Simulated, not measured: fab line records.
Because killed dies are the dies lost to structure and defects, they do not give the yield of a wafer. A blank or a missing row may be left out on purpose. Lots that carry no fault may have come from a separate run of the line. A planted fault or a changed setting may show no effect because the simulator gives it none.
Matching of chambers	flow sky130	SKY_CONTACT_CMP_27 on cmp-02: 4 sister chambers
The step polishes, stops on SiO2, t overpolish 15 s, target thk 0 nm. 14 wafers are shown with their chamber, then 7 later ones without.

## EACH WAFER AND ITS CHAMBER
wafer	chamber	motor_current_A (A)	time_to_endpoint_s (s)	overpolish_run_s (s)
L160.1	1	10.8	82	15.005
L160.4	2	11.7	83	15.003
L160.5	0	10.6	87	15.001
L161.1	0	10.9	81	15.004
L161.2	1	10.5	82	15.003
L161.4	2	11.1	82	14.987
L166.1	0	10.9	85	15.002
L166.4	1	10.6	80	14.990
L166.5	2	12.0	79	15.002
L169.2	0	10.5	82	14.999
L169.4	3	11.0	73	15.005
L169.6	1	11.2	81	15.011
L177.1	3	10.9	80	15.007
L177.4	0	10.8	87	15.007

SIGNATURES (averages over the wafers above)
reading	chamber 0	chamber 1	chamber 2	chamber 3	scatter within a chamber
motor_current_A	10.740	10.775	11.600	10.950	0.291
time_to_endpoint_s	84.40	81.25	81.33	76.50	2.59
overpolish_run_s	15.00260	15.00225	14.99733	15.00600	0.00659
Rule: for a wafer and a chamber, the distance is found by dividing, reading by reading, the gap between the wafer's reading and the chamber's mean by the reading's scatter, squaring, summing and taking the root. If the next closest chamber is less than 2 further off than the closest, the wafer can't be placed; otherwise it belongs to the closest. The scatter: the root of (the sum of the squares of (reading less its chamber's mean) over the shown wafers, divided by (wafers less chambers)).

## WAFERS WHOSE CHAMBER IS MISSING
wafer	motor_current_A (A)	time_to_endpoint_s (s)	overpolish_run_s (s)
L177.5	10.5	83	15.008
L178.2	11.4	76	15.009
L178.3	10.6	82	15.006
L178.5	11.6	78	15.000
L181.1	11.3	89	15.006
L181.2	11.4	85	15.000
L181.3	10.3	92	14.982

## WHICH CHAMBER EACH WENT THROUGH
wafer	from the rows above	in truth
L177.5	can't be placed: 0 or 1 or 3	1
L178.2	can't be placed: 3 or 2 or 1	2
L178.3	can't be placed: 1 or 0 or 3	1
L178.5	can't be placed: 2 or 3 or 1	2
L181.1	can't be placed: 0 or 2 or 1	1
L181.2	can't be placed: 2 or 0 or 1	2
L181.3	can't be placed: 0 or 1 or 2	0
Correctly placed: 0 of 7. These rows do not allow placing 7 (true chamber among the candidates in 7). 0 placed wrongly.
